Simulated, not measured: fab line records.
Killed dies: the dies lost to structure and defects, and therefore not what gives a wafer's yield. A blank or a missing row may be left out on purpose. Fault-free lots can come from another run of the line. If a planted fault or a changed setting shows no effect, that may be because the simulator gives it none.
What tool caused it? | flow sky130 | 39 wafers from 13 lots sampled at 4 of the route's 708 steps

== WHAT THE GAUGES READ, wafer by wafer ==
SKY_SD_N_RS_MEAS_17: uses a four-point probe to measure.
lot  | measured     | on            | SD_P_RS (ohm/sq)
L363 | day 28 13:47 | film-metro-01 | 147.5 147.4 147.3
L365 | day 28 21:17 | film-metro-03 | 147.1 147.1 146.6
L369 | day 30 03:46 | film-metro-01 | 147.2 147.0 147.2
L371 | day 30 15:51 | film-metro-01 | 147.3 147.8 147.6
L377 | day 32 05:59 | film-metro-02 | 147.0 146.4 146.1
L378 | day 32 10:37 | film-metro-01 | 147.9 148.1 147.8
L379 | day 32 22:08 | film-metro-01 | 147.6 147.7 147.5
L380 | day 33 21:29 | film-metro-01 | 147.8 147.7 147.3
L382 | day 34 06:56 | film-metro-03 | 147.2 147.2 147.0
L383 | day 34 07:20 | film-metro-02 | 147.5 146.7 147.2
L384 | day 35 00:53 | film-metro-02 | 147.3 146.8 146.6
L385 | day 35 03:35 | film-metro-01 | 147.6 147.1 147.4
L386 | day 35 04:44 | film-metro-02 | 147.3 147.9 147.7

SKY_LI_CONTACT_THK_MEAS_01.
lot  | measured     | on            | LI_CONTACT_HDPCVD_THK (nm)
L363 | day 28 14:08 | film-metro-03 | 941 937 940
L365 | day 28 21:38 | film-metro-01 | 951 931 942
L369 | day 30 04:10 | film-metro-02 | 910 908 928
L371 | day 30 16:12 | film-metro-03 | 948 951 969
L377 | day 32 06:24 | film-metro-01 | 957 960 966
L378 | day 32 10:58 | film-metro-03 | 926 916 940
L379 | day 32 22:30 | film-metro-02 | 955 941 954
L380 | day 33 21:50 | film-metro-03 | 954 949 944
L382 | day 34 07:16 | film-metro-01 | 943 928 938
L383 | day 34 07:41 | film-metro-01 | 939 931 935
L384 | day 35 01:15 | film-metro-02 | 930 942 941
L385 | day 35 03:56 | film-metro-03 | 935 935 941
L386 | day 35 05:06 | film-metro-02 | 928 944 905

== TOOL THAT RAN EACH LOT (tool first, then ch and the chambers of the sampled wafers, then the start) ==
lot  | SKY_NWELL_EXPOSE_07                | SKY_SD_N_STRIP_11
L363 | iline-stepper-01 ch 0, day 4 06:56 | plasma-asher-01 ch 0,1, day 28 13:12
L365 | iline-stepper-02 ch 0, day 4 17:32 | plasma-asher-02 ch 0,1, day 28 20:45
L369 | iline-stepper-02 ch 0, day 5 21:42 | plasma-asher-03 ch 0,1, day 30 03:15
L371 | iline-stepper-02 ch 0, day 6 02:52 | plasma-asher-03 ch 0,1, day 30 15:20
L377 | iline-stepper-02 ch 0, day 7 11:53 | plasma-asher-02 ch 0,1, day 32 05:29
L378 | iline-stepper-01 ch 0, day 7 15:40 | plasma-asher-02 ch 0, day 32 10:06
L379 | iline-stepper-01 ch 0, day 7 22:25 | plasma-asher-01 ch 0,1, day 32 21:38
L380 | iline-stepper-02 ch 0, day 8 10:03 | plasma-asher-01 ch 0, day 33 20:57
L382 | iline-stepper-02 ch 0, day 8 21:25 | plasma-asher-01 ch 0,1, day 34 06:25
L383 | iline-stepper-02 ch 0, day 9 01:05 | plasma-asher-02 ch 0,1, day 34 06:50
L384 | iline-stepper-01 ch 0, day 9 10:01 | plasma-asher-01 ch 0,1, day 35 00:23
L385 | iline-stepper-02 ch 0, day 9 16:10 | plasma-asher-02 ch 0,1, day 35 03:03
L386 | iline-stepper-01 ch 0, day 9 19:40 | plasma-asher-03 ch 0,1, day 35 04:14
- SKY_NWELL_EXPOSE_07: exposes mask NWM, target cd 840 nm.
- SKY_SD_N_STRIP_11: strips in O2/N2.

== WHAT THE TOOLS THEMSELVES READ (means of the sampled wafers that have a number; where no wafer has one, the mark that the record gives instead) ==
SKY_SD_N_STRIP_11.
lot  | tool            | drypump-motor-current-A (A) | n2-flow-sccm (sccm) | oes-product-au (a.u.) | strip-time-to-endpoint-s (s)
L363 | plasma-asher-01 | 5.5                         | 299.7               | 0.528                 | 22.48
L365 | plasma-asher-02 | 5.5                         | 299.7               | 0.529                 | 22.52
L369 | plasma-asher-03 | 5.1                         | 300.3               | 0.527                 | 22.54
L371 | plasma-asher-03 | 5.1                         | 299.9               | 0.528                 | 22.54
L377 | plasma-asher-02 | 5.5                         | 300.6               | 0.529                 | 22.58
L378 | plasma-asher-02 | 5.6                         | 300.4               | 0.529                 | 22.58
L379 | plasma-asher-01 | 5.5                         | 300.1               | 0.525                 | 22.53
L380 | plasma-asher-01 | 6.0                         | 299.5               | 0.528                 | 22.58
L382 | plasma-asher-01 | 5.5                         | 299.9               | 0.528                 | 22.50
L383 | plasma-asher-02 | 5.5                         | 301.0               | 0.530                 | 22.61
L384 | plasma-asher-01 | 5.8                         | 300.0               | 0.527                 | 22.55
L385 | plasma-asher-02 | 5.4                         | 300.8               | 0.527                 | 22.59
L386 | plasma-asher-03 | 5.1                         | 300.0               | 0.527                 | 22.48

== THE ANSWER, worked out from the rows above alone ==
Rule: usual is defined by the lots themselves. The widest of any qualifying gaps counts: lots, ordered by their means at a reading, are off when they make up no more than a third of the lots, leave a main group of 4 or more, and stand apart from it by 3 or more times the standard deviation of that group's means. A main group whose means are all the same, to the digits that the tables above print for the reading, isn't used. Also off: a lot with no number at a reading for which 4 or more lots have one. Where the step has rows for the other lots, those lots are counted as sound. After the gauges, taken in route order, come the tools' own readings; for these a lot's mean is taken, as printed above. At the first step where some lot is off, the reading lying furthest off is the one used; lots without a number count as furthest.
Nothing can be told from this: no lot is off at any reading shown.

== WHAT THE SIMULATOR PUT IN ==
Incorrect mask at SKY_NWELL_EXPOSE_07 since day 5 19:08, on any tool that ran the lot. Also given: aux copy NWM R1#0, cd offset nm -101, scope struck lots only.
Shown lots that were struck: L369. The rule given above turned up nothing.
